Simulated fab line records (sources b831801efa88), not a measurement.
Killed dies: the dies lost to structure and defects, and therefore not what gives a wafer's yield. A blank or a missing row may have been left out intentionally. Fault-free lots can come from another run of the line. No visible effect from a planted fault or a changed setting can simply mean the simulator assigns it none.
fab line records	flow sky130
record lots=6	wafers=18	last-day=50
route steps=708 shown POLY_GATE@217 LDD_N@237
lots untouched by any fault: they come from a run of this same line in which no faults occurred
start-h: hours from the record's first day to the start of the lot's first wafer shown	wait-h: how many hours have passed since the lot's step before this one	" as in the row above	L1.1+2: several wafers, shown together as one row	- no value present, or no start provided	* or withheld: withheld	< > ~ a bound
route shown NAME@n: NAME is a module with steps in the file, n the number in the route of the first one	usual: average and standard deviation across the fault-free wafers	same: alike in all rows	chamber/n: place in a boat	sites: each site's reading	_std_site: how widely they spread, as a standard deviation	_edge_site: outer sites' mean less inner sites'	radius-mm: how far each site lies from the wafer's centre	mask NAME#n: copy n	behind: the tool/chamber that last shaped the wafer	hold: what put the lot on hold/how long, in hours/how the hold closed	device: transistor that didn't switch, given as n, p or np	end of line: at the end of the route, the tests of the same wafers	a step given without rows: its recipe and nothing more	killed: count of dies lost to structure and defects at first sort (not the wafer's yield)	map: a wafer's dies, marking killed ones x, the rest . and places with no die _
set.NAME: the setting that was run; set.NAME@STEP: the one run at that earlier step	model.NAME: the simulator's own value behind a step, which no gauge read
certain route steps with their lots: each step a table, each wafer a row
services: from which hour (start-h, from the record's first day; less than 0 if before it) a tool's chamber was out of use, for how many hours, and why
## steps
# step SKY_POLY_GATE_CVD_03
# recipe material=Si3N4	precursor=DCS/NH3	target-thk-nm=75	temp-c=770	time-s=1290	pressure-mtorr=250
# step SKY_POLY_GATE_THK_MEAS_04
# recipe reads=Si3N4_of_POLY_GATE_CVD_03
# usual POLY_GATE_CVD_03_THK=75.3/0.62
lot.wafer	tool	chamber	start-h	wait-h	POLY_GATE_CVD_03_THK[nm]
L417.2	film-metro-03	-	340.44	0.0	74.0
L417.3	"	-	"	"	74.9
L417.4	"	-	"	"	74.3
L419.1	film-metro-02	-	353.18	0.0	74.0
L419.5	"	-	"	"	74.0
L419.6	"	-	"	"	74.1
L424.1	film-metro-02	-	397.83	0.0	74.7
L424.2	"	-	"	"	75.1
L424.3	"	-	"	"	74.2
L425.1	film-metro-03	-	407.09	0.0	75.3
L425.2	"	-	"	"	75.4
L425.5	"	-	"	"	75.2
L433.1	film-metro-01	-	496.27	0.0	75.7
L433.4	"	-	"	"	75.7
L433.6	"	-	"	"	75.5
L439.1	film-metro-02	-	531.44	0.0	75.0
L439.2	"	-	"	"	75.2
L439.6	"	-	"	"	75.0
# step SKY_POLY_GATE_DEHYDRATE_05
# recipe temp-c=200	time-s=60
# step SKY_POLY_GATE_HMDS_06
# recipe prime-time-s=60	prime-temp-c=120
# step SKY_POLY_GATE_COAT_07
# recipe resist=BARC	temp-c=withheld	time-s=withheld	spin-rpm=3000	resist-thk-nm=110
# step SKY_POLY_GATE_COAT_08
# recipe resist=KrF-thick	spin-rpm=3000	resist-thk-nm=450
# step SKY_POLY_GATE_SOFTBAKE_09
# recipe temp-c=100	time-s=90	resist=KrF-thick
# step SKY_POLY_GATE_EXPOSE_10
# recipe mask-id=P1M	na=0.68	source-shape=conventional	sigma-outer=0.6	target-cd-nm=150	dose-mj=28
# step SKY_POLY_GATE_PEB_11
# recipe peb-temp-c=withheld	peb-time-s=withheld	resist=KrF-thick
# step SKY_POLY_GATE_DEVELOP_12
# recipe develop-time-s=60	resist=KrF-thick	dev-temp-c=21
# step SKY_POLY_GATE_CD_MEAS_13
# recipe target-cd-nm=150
# usual cd-nm=150.1/1.3
lot.wafer	tool	chamber	start-h	wait-h	cd-nm
L417.2	cd-sem-02	-	368.19	-	149.1
L417.3	"	-	"	"	150.1
L417.4	"	-	"	"	148.8
L419.1	cd-sem-02	-	381.17	-	151.3
L419.5	"	-	"	"	150.4
L419.6	"	-	"	"	150.7
L424.1	cd-sem-02	-	427.09	-	149.1
L424.2	"	-	"	"	147.9
L424.3	"	-	"	"	148.1
L425.1	cd-sem-02	-	437.49	-	150.8
L425.2	"	-	"	"	150.0
L425.5	"	-	"	"	149.5
L433.1	cd-sem-01	-	526.62	-	147.7
L433.4	"	-	"	"	148.6
L433.6	"	-	"	"	148.8
L439.1	cd-sem-02	-	561.87	-	150.3
L439.2	"	-	"	"	150.2
L439.6	"	-	"	"	149.1
# step SKY_POLY_GATE_OVL_MEAS_14
# usual POLY_GATE_OVL=0/5.2
lot.wafer	tool	chamber	start-h	wait-h	POLY_GATE_OVL[nm]
L417.2	overlay-01	-	368.30	0.1	1
L417.3	"	-	"	"	1
L417.4	"	-	"	"	4
L419.1	overlay-02	-	381.29	0.1	3
L419.5	"	-	"	"	1
L419.6	"	-	"	"	-4
L424.1	overlay-01	-	427.21	0.1	5
L424.2	"	-	"	"	5
L424.3	"	-	"	"	5
L425.1	overlay-02	-	437.61	0.1	-3
L425.2	"	-	"	"	-4
L425.5	"	-	"	"	2
L433.1	overlay-02	-	526.74	0.1	-5
L433.4	"	-	"	"	-7
L433.6	"	-	"	"	-6
L439.1	overlay-01	-	561.99	0.1	7
L439.2	"	-	"	"	2
L439.6	"	-	"	"	3
# step SKY_POLY_GATE_ETCH_15
# recipe chemistry=N2/H2	target=BARC	ion-energy-ev=200	source-w=500	bias-w=100	pressure-mtorr=30	n2-flow-sccm=100	h2-flow-sccm=200	stop-on=SiO2	time-s=118.5	target-depth-a=1100
# usual bias-w=100.00/0.29	chamber-pressure-mTorr=30.002/0.028	drypump-motor-current-A=5.7/0.4	oes-product-au=0.717/0.0048	throttle-valve-pct=13.212/0.0092
lot.wafer	tool	chamber	start-h	wait-h	bias-w	chamber-pressure-mTorr	drypump-motor-current-A	oes-product-au	rf-hours-counter-h	throttle-valve-pct	model.KrF-thick_of_POLY_GATE_COAT_08.thk-nm
L417.2	rie-diel-04	3	368.33	0.0	99.88	29.953	5.6	0.717	100	13.239	343.4
L417.3	"	2	"	"	100.30	30.021	5.2	0.705	65	13.218	344.6
L417.4	"	1	"	"	99.97	29.998	5.5	0.724	5	13.214	340.9
L419.1	rie-diel-04	3	381.33	0.0	100.17	30.001	5.6	0.716	100	13.212	346.7
L419.5	"	3	"	"	99.93	30.018	5.6	0.711	-	13.208	347.4
L419.6	"	0	"	"	99.87	30.007	5.3	0.720	-	13.223	346.2
L424.1	rie-diel-04	3	427.25	0.0	-	-	-	-	-	-	436.7
L424.2	"	1	"	"	-	-	-	-	-	-	435.7
L424.3	"	2	"	"	-	-	-	-	-	-	435.9
L425.1	rie-diel-04	2	437.64	0.0	-	-	-	-	-	-	435.3
L425.2	"	3	"	"	-	-	-	-	-	-	435.4
L425.5	"	2	"	"	-	-	-	-	-	-	435.5
L433.1	rie-diel-04	2	526.78	0.0	100.26	30.011	5.2	0.710	67	13.219	347.7
L433.4	"	1	"	"	99.95	30.010	5.5	0.724	8	13.217	345.7
L433.6	"	2	"	"	99.98	30.026	5.2	0.716	-	13.203	347.3
L439.1	rie-diel-04	2	562.03	0.0	100.25	29.993	5.3	0.707	68	13.223	343.6
L439.2	"	3	"	"	99.50	29.969	5.6	0.719	2	13.202	343.2
L439.6	"	2	"	"	100.41	29.978	5.3	0.708	-	13.206	344.6
# step SKY_POLY_GATE_ETCH_16
# recipe stop-on=poly-Si	chemistry=CH3F/O2	target=Si3N4	source-w=400	bias-w=80	pressure-mtorr=25	ch3f-flow-sccm=40	O2_flow_sccm=30	time-s=147.5	target-depth-a=750
# usual O2_flow_sccm=29.99/0.09	bias-w=79.96/0.27	drypump-motor-current-A=5.7/0.4	oes-product-au=0.641/0.0054	throttle-valve-pct=10.535/0.01
lot.wafer	tool	chamber	start-h	wait-h	O2_flow_sccm	bias-w	drypump-motor-current-A	oes-product-au	rf-hours-counter-h	throttle-valve-pct
L417.2	rie-diel-04	3	368.41	0.0	29.89	79.69	5.5	0.642	100	10.519
L417.3	"	2	"	"	30.06	79.95	5.2	0.639	65	10.543
L417.4	"	1	"	"	29.94	79.57	5.5	0.631	5	10.531
L419.1	rie-diel-04	3	381.41	0.0	30.00	79.98	5.6	0.644	100	10.525
L419.5	"	3	"	"	29.98	79.89	5.5	0.635	-	10.539
L419.6	"	0	"	"	30.01	80.31	5.3	0.635	-	10.533
L424.1	rie-diel-04	3	427.33	0.0	29.86	79.43	5.5	0.372	101	10.494
L424.2	"	1	"	"	29.91	80.01	5.5	0.362	6	10.498
L424.3	"	2	"	"	29.91	80.07	5.2	0.376	66	10.507
L425.1	rie-diel-04	2	437.72	0.0	29.91	79.84	5.2	0.378	66	10.498
L425.2	"	3	"	"	30.05	79.88	5.6	0.369	101	10.512
L425.5	"	2	"	"	29.98	80.33	5.2	0.368	-	10.498
L433.1	rie-diel-04	2	526.86	0.0	29.83	80.15	5.2	0.638	67	10.530
L433.4	"	1	"	"	29.96	79.80	5.5	0.644	8	10.525
L433.6	"	2	"	"	29.98	80.31	5.2	0.641	-	10.518
L439.1	rie-diel-04	2	562.11	0.0	30.01	80.29	5.3	0.639	68	10.527
L439.2	"	3	"	"	29.94	80.24	5.5	0.634	2	10.546
L439.6	"	2	"	"	29.95	79.96	5.3	0.635	-	10.532
# step SKY_POLY_GATE_ETCH_17
# recipe target-depth-nm=180	stop-on=SiO2	over-etch-frac=0.56667	chemistry=HBr/Cl2	target=poly-Si	icp-w=400	bias-w=100	pressure-mtorr=10	HBr_flow_sccm=150	Cl2_flow_sccm=50	time-s=70.5
# usual HBr_flow_sccm=150.1/0.43	bias-w=99.99/0.28	drypump-motor-current-A=5.8/0.4	oes-product-au=0.987/0.0067	throttle-valve-pct=33.684/0.0085
lot.wafer	tool	chamber	start-h	wait-h	HBr_flow_sccm	bias-w	drypump-motor-current-A	oes-product-au	rf-hours-counter-h	throttle-valve-pct	model.KrF-thick_of_POLY_GATE_COAT_08.thk-nm
L417.2	rie-si-01	3	368.51	0.0	150.2	100.21	6.5	0.984	8	33.673	138.8
L417.3	"	0	"	"	150.1	100.07	5.9	0.981	1	33.676	142.6
L417.4	"	3	"	"	150.0	99.89	6.5	0.994	-	33.678	132.6
L419.1	rie-si-02	2	381.51	0.0	150.5	99.73	5.8	0.992	55	33.689	144.8
L419.5	"	2	"	"	150.2	99.53	5.8	0.994	-	33.675	144.7
L419.6	"	1	"	"	150.7	100.13	5.9	0.995	-	33.686	143.2
L424.1	rie-si-01	3	427.43	0.0	149.5	100.26	6.4	0.276	9	33.675	233.4
L424.2	"	0	"	"	149.9	100.20	5.9	0.273	2	33.675	231.2
L424.3	"	2	"	"	150.6	99.89	5.8	0.279	1	33.685	232.8
L425.1	rie-si-02	3	437.82	0.0	150.4	99.65	5.8	0.280	3	33.678	228.2
L425.2	"	1	"	"	149.4	99.54	5.9	0.272	5	33.686	233.4
L425.5	"	0	"	"	149.8	100.06	4.9	0.272	-	33.686	230.7
L433.1	rie-si-02	2	526.96	0.0	150.3	99.88	5.7	0.981	0	33.690	146.3
L433.4	"	3	"	"	150.2	99.78	5.8	0.992	3	33.685	138.8
L433.6	"	2	"	"	149.9	99.84	5.7	0.994	-	33.682	145.5
L439.1	rie-si-01	2	562.21	0.0	150.3	99.66	5.8	0.990	1	33.688	141.3
L439.2	"	0	"	"	150.3	99.71	5.9	0.989	2	33.686	140.7
L439.6	"	1	"	"	150.9	100.17	6.0	0.981	-	33.659	143.6
# step SKY_POLY_GATE_STRIP_18
# recipe chemistry=O2/N2	power-w=1400	pressure-mtorr=1500	platen-temp-c=withheld	o2-flow-sccm=3000	n2-flow-sccm=300	overash-fraction=0.5
# usual drypump-motor-current-A=5.7/0.52	oes-product-au=0.360/0.0051	strip-time-to-endpoint-s=3.17/0.042
# same overash-fraction=0.5
lot.wafer	tool	chamber	start-h	wait-h	drypump-motor-current-A	oes-product-au	rf-hours-counter-h	strip-time-to-endpoint-s
L417.2	plasma-asher-01	1	368.56	0.0	4.8	0.355	68	3.15
L417.3	"	0	"	"	6.3	0.367	-	3.19
L417.4	"	1	"	"	4.8	0.357	-	3.08
L419.1	plasma-asher-01	1	381.56	0.0	4.8	0.363	69	3.22
L419.5	"	0	"	"	6.3	0.353	-	3.23
L419.6	"	1	"	"	4.8	0.361	-	3.19
L424.1	plasma-asher-01	0	427.48	0.0	6.3	0.404	74	4.17
L424.2	"	1	"	"	4.9	0.391	74	4.16
L424.3	"	1	"	"	4.8	0.402	-	4.17
L425.1	plasma-asher-02	0	437.88	0.0	6.2	0.397	62	4.10
L425.2	"	1	"	"	5.6	0.396	62	4.16
L425.5	"	0	"	"	6.2	0.398	-	4.14
L433.1	plasma-asher-04	0	527.01	0.0	6.0	0.366	11	3.23
L433.4	"	0	"	"	6.0	0.356	-	3.14
L433.6	"	1	"	"	5.3	0.347	-	3.22
L439.1	plasma-asher-01	1	562.26	0.0	4.8	0.363	88	3.20
L439.2	"	0	"	"	6.3	0.360	88	3.17
L439.6	"	1	"	"	4.8	0.359	-	3.20
# step SKY_POLY_GATE_CLEAN_19
# recipe chemistry=SC1/SC2	mix=1:4:20	temp-c=70	time-s=150	dry=n2-spin
# step SKY_POLY_GATE_OXIDATION_20
# recipe temp-c=850	ambient=O2	stabilise-s=600	purge-s=300	target-thk-a=40	ox-time-s=899
# step SKY_POLY_GATE_CD_MEAS_22
# usual cd-nm=150.0/2.1
lot.wafer	tool	chamber	start-h	wait-h	cd-nm
L417.2	cd-sem-02	-	371.92	0.1	150.9
L417.3	"	-	"	"	148.7
L417.4	"	-	"	"	151.1
L419.1	cd-sem-02	-	384.46	0.2	151.9
L419.5	"	-	"	"	150.8
L419.6	"	-	"	"	149.1
L424.1	cd-sem-01	-	430.42	0.1	-
L424.2	"	-	"	"	-
L424.3	"	-	"	"	-
L425.1	cd-sem-02	-	439.65	0.1	-
L425.2	"	-	"	"	-
L425.5	"	-	"	"	-
L433.1	cd-sem-01	-	528.54	0.1	150.6
L433.4	"	-	"	"	145.6
L433.6	"	-	"	"	150.4
L439.1	cd-sem-01	-	563.72	0.1	154.6
L439.2	"	-	"	"	147.5
L439.6	"	-	"	"	149.5
# step SKY_LDD_N_DEHYDRATE_00
# recipe temp-c=200	time-s=60
## services
tool	chamber	start-h	hours	kind
plasma-asher-04	-	345.66	15.6	pm
rie-si-01	1	347.86	20.0	repair
rie-si-01	1	367.86	-	clean
rie-si-01	1	367.86	16.0	scheduled-down
rie-si-01	1	367.86	16.0	vent-cycle
rie-si-01	2	372.93	3.9	repair
rie-diel-04	-	385.31	2.8	pm
plasma-asher-04	-	421.25	9.0	pm
plasma-asher-04	0	421.25	9.0	vent-cycle
plasma-asher-04	1	421.25	9.0	vent-cycle
rie-si-02	1	421.94	5.7	repair
plasma-asher-04	0	430.25	-	clean
plasma-asher-04	1	430.25	-	clean
plasma-asher-02	-	432.04	2.8	pm
rie-diel-04	3	439.85	2.9	repair
rie-diel-04	-	441.40	14.6	pm
rie-diel-04	3	456.00	-	clean
rie-diel-04	3	456.00	10.0	scheduled-down
rie-diel-04	3	456.00	10.0	vent-cycle
rie-si-02	2	496.44	-	clean
rie-si-02	2	496.44	15.9	scheduled-down
rie-si-02	2	496.44	15.9	vent-cycle
rie-si-01	3	524.59	17.3	repair
## key
first-sign step=SKY_POLY_GATE_ETCH_15	reading=tool-record	direction=missing
effect step=SKY_POLY_GATE_ETCH_16	reading=oes-product-au	direction=down	sigmas=50	usual=0.641	struck=0.371
effect step=SKY_POLY_GATE_ETCH_17	reading=oes-product-au	direction=down	sigmas=99+	usual=0.987	struck=0.276
effect step=SKY_POLY_GATE_STRIP_18	reading=strip-time-to-endpoint-s	direction=up	sigmas=24	usual=*	struck=*
effect step=SKY_POLY_GATE_CD_MEAS_22	reading=cd-nm	direction=missing
model-effect step=SKY_POLY_GATE_ETCH_15	value=KrF-thick_of_POLY_GATE_COAT_08.thk-nm	without=345.7	struck=435.7
model-effect step=SKY_POLY_GATE_ETCH_17	value=KrF-thick_of_POLY_GATE_COAT_08.thk-nm	without=141.6	struck=231.6
met-at SKY_POLY_GATE_ETCH_15
struck-wafers L424.1,L424.2,L424.3,L425.1,L425.2,L425.5
later-rows-left-out L424.1,L424.2,L424.3,L425.1,L425.2,L425.5
sort-left-out L424.1,L424.2,L424.3,L425.1,L425.2,L425.5
tester-left-out L424,L425
onset-between 381.33 427.25
fault kind=skipped-step-whole	tool=rie-diel-04	chamber=-	onset-h=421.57	steps=SKY_POLY_GATE_ETCH_15	scope=struck-lots-only
# tester-left-out: of these lots the tester's yield and bins aren't shown, on N5 and GAA mostly nor the transistor test; their killed dies are dies lost to structure and defects alone, not to doping, threshold or leakage, so they don't give the yield
# sort-left-out: the simulated sort isn't trusted on such a fault, so these wafers' sort isn't shown, and their yield isn't known
# later-rows-left-out: the simulator's readings of these wafers behind a module that went badly wrong aren't trusted and aren't shown, but for the sort
